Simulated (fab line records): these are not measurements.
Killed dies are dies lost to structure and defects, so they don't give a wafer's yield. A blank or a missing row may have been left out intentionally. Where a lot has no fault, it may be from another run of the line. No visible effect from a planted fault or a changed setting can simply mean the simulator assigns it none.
8D (eight disciplines) problem report, filled in by code || flow sky130 || the parts of the form that need people (team, actions taken, sign-off) are left out

1. THE PROBLEM
Across 4 wafers from 2 lots, CONTACT_CVD_00_THK at SKY_CONTACT_THK_MEAS_01 averages 50.1 nm, while fault-free wafers read 74.8 nm with a standard deviation of 0.83. That is -30 standard deviations from the usual mean.
First seen on wafer L955.6, day 33 01:04, on filmMetro-02. The record has a number at this step for 36 wafers belonging to 12 lots. Rule for "out", or "out of limits": more than 4 standard deviations from the usual mean. The other wafers with a number count as sound.

2. WHAT IT IS, WHAT IT ISN'T
{"question": "which readings at this step", "is": "CONTACT_CVD_00_THK", "is not": "-"}
{"question": "which lots", "is": "L955, L957", "is not": "L950, L951, L952, L959, L963, L964, L965, L967, L969, L970"}
{"question": "which wafers of those lots", "is": "L955.6, L957.1, L957.4, L957.6", "is not": "L955.2, L955.5"}
{"question": "read on which gauges", "is": "filmMetro-02, filmMetro-04", "is not": "filmMetro-01"}
{"question": "when", "is": "from day 33 01:04", "is not": "up to then (11 sound wafers); but 21 sound wafers of L959, L963, L964, L965, L967, L969, L970 came after"}

3. WHAT RULES OUT EACH SUSPECT
Counting: if a tool at a process step up to the reading ran every lot that is out, it stays a suspect. Sound lots after the first of them don't rule it out here, since some wafers of a struck lot are sound.
- ruled out: the gauge at SKY_CONTACT_THK_MEAS_01. Those wafers that are out were read across 2 gauges (filmMetro-02, filmMetro-04).
- pecvd-03 at SKY_CONTACT_CVD_00 (deposits Si3N4, target thk 75 nm): kept. It processed each lot that is out (first: L955, day 33 01:02); up to then, its last sound lot is L950 (day 31 14:29).
Remaining after the count: pecvd-03 at SKY_CONTACT_CVD_00.

4. THE CAUSE (what the simulator had put in)
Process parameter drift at SKY_CONTACT_CVD_00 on pecvd-03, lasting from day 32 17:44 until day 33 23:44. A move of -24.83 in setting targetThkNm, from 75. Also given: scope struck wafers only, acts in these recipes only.
Only this tool survived the counting.

5. SEQUENCE OF EFFECTS, ordered by route
One row per reading whose mean, taken over the struck wafers that have a number, lies over 3 standard deviations from the usual. Only readings whose record carries a usual standard deviation are examined. hours: median over the lots of the time between each lot's start at the first step of this table that gives one and its start at this step. sigmas: the change, counted in usual standard deviations.
{"hours": 0, "step": "SKY_CONTACT_THK_MEAS_01", "reading": "CONTACT_CVD_00_THK", "usual": "74.8 nm", "on struck wafers": 50.1, "change": -24.7, "sigmas": -30}
{"hours": "-", "step": "SKY_CONTACT_ETCH_18", "reading": "oesProductAu", "usual": "0.853 a.u.", "on struck wafers": 0.695, "change": -0.158, "sigmas": -23}
{"hours": "-", "step": "SKY_CONTACT_ETCH_18", "reading": "throttleValvePct", "usual": "8.792 %", "on struck wafers": 8.749, "change": -0.043, "sigmas": -4.6}
It contains these process steps:
- SKY_CONTACT_ETCH_18: etches Si3N4 in CHF3/O2, stops on TiN, time 39 s, target depth 75 nm.

6. HOW IT WOULD HAVE BEEN CAUGHT EARLIER
Counted from the fault's start at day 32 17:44, it took 7 hours until the first out-of-limits reading at a measuring or inspecting step in this record, taken at day 33 01:04.
No tool reading at SKY_CONTACT_CVD_00 that has a usual standard deviation in the record was out on any struck wafer, so an alarm limit of 4 standard deviations on those readings would not have fired.
Of the lots that are out (2), L957 began SKY_CONTACT_CVD_00 on pecvd-03 after day 33 01:04. Had the tool been put on hold then, it would have been spared.
